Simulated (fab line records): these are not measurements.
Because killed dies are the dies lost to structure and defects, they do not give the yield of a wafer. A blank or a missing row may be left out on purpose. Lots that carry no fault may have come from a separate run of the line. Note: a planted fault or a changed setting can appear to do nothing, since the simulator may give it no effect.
Struck lot and sound lot, side by side :: flow sky130 :: 17 steps out of a route of 708
Sound: these wafers, L685.1, L685.4, L685.6. Wafers struck: L690.2, L690.4. At the end, the cause is stated.
Order at every step that has rows: each side's tool, ch and its chambers, its first start. Under that, the readings that differ: sound wafers :: struck wafers :: difference of the means :: sigmas: that difference in standard deviations of wafers without a fault.
alike: words and numbers the same on both sides, and readings whose means are apart by under 2 such deviations; not compared: readings that were withheld, readings missing a value for some wafer, numbers with overlapping values and no deviation given by the record, and bounds like >300 which may hide the same value.
A row with sigmas, a row that says differs or no value, or rows on one side alone: a step with any of these is where the two part. Non-overlapping numbers with no deviation appear without sigmas and do not part them. A reading that every wafer of one side lacks parts them only if that side has two wafers or more.

first, 1 step without rows for these wafers: SKY_NWELL_IMPLANT_24.
SKY_NWELL_STRIP_25: strips in O2/N2.
  sound on plasma asher-04 ch 0,1, day 8 07:25; struck on plasma asher-03 ch 0,1, day 9 16:39
  alike: drypump motor current A, oes product au, strip time to endpoint s
  not compared: rf hours counter h
SKY_NWELL_TW_MEAS_26:
  struck on film metro-04, day 9 16:46; sound on film metro-01, day 8 07:31
reading: NWELL_2_TW
sound: 503 499 503
struck: 492 494
difference: -9
sigmas: -2
then, 1 step without rows for these wafers: SKY_NWELL_CLEAN_27 (cleans in SC1/SC2, time 150 s).
SKY_NWELL_RTA_28: time 30 s.
  sound on rtp anneal-01 ch 0, day 8 07:37; struck on rtp anneal-02 ch 0, day 9 16:53
  alike: lamp power pct, wafer_temp_C_max
SKY_NWELL_RS_MEAS_29: a four-point-probe measurement.
  struck on film metro-03, day 9 16:59; sound on film metro-03, day 8 07:43
  alike: NWELL_RS
SKY_NWELL_RS_MEAS_31: a four-point-probe measurement.
  struck on film metro-03, day 9 17:13; sound on film metro-03, day 8 07:58
  alike: PWDE_RS
then, 4 steps without rows for these wafers: SKY_VT_ADJUST_HVTP_DEHYDRATE_00 (time 60 s); SKY_VT_ADJUST_HVTP_HMDS_01 (prime time 60 s); SKY_VT_ADJUST_HVTP_COAT_02 (resist thk 1140 nm); SKY_VT_ADJUST_HVTP_SOFTBAKE_03 (time 60 s).
SKY_VT_ADJUST_HVTP_EXPOSE_04: exposes mask HVTPM, target cd 380 nm.
  sound on iline stepper-01 ch 0, day 8 18:56; struck on iline stepper-02 ch 0, day 10 03:14
  alike: mask
then, 2 steps without rows for these wafers: SKY_VT_ADJUST_HVTP_PEB_05; SKY_VT_ADJUST_HVTP_DEVELOP_06 (develop time 60 s).
SKY_VT_ADJUST_HVTP_CD_MEAS_07 targets a cd of 380 nm.
  struck on cd sem-01, day 10 15:11; sound on cd sem-02, day 9 05:20
reading: cd nm (nm)
sound: 377.5 379.2 379.0
struck: 361.6 361.2
difference: -17.2
sigmas: -6
SKY_VT_ADJUST_HVTP_OVL_MEAS_08:
  struck on overlay-02, day 10 15:17; sound on overlay-01, day 9 05:28
  alike: VT_ADJUST_HVTP_OVL
SKY_PAD_OPEN_PROBE_99:
  the record has rows for the sound wafers here (prober-02, day 48 20:08) and none for the struck ones

== WHERE THEY PART ==
At SKY_NWELL_TW_MEAS_26 first; at SKY_PAD_OPEN_PROBE_99 last (within this record only).

WHY: what the simulator had put in
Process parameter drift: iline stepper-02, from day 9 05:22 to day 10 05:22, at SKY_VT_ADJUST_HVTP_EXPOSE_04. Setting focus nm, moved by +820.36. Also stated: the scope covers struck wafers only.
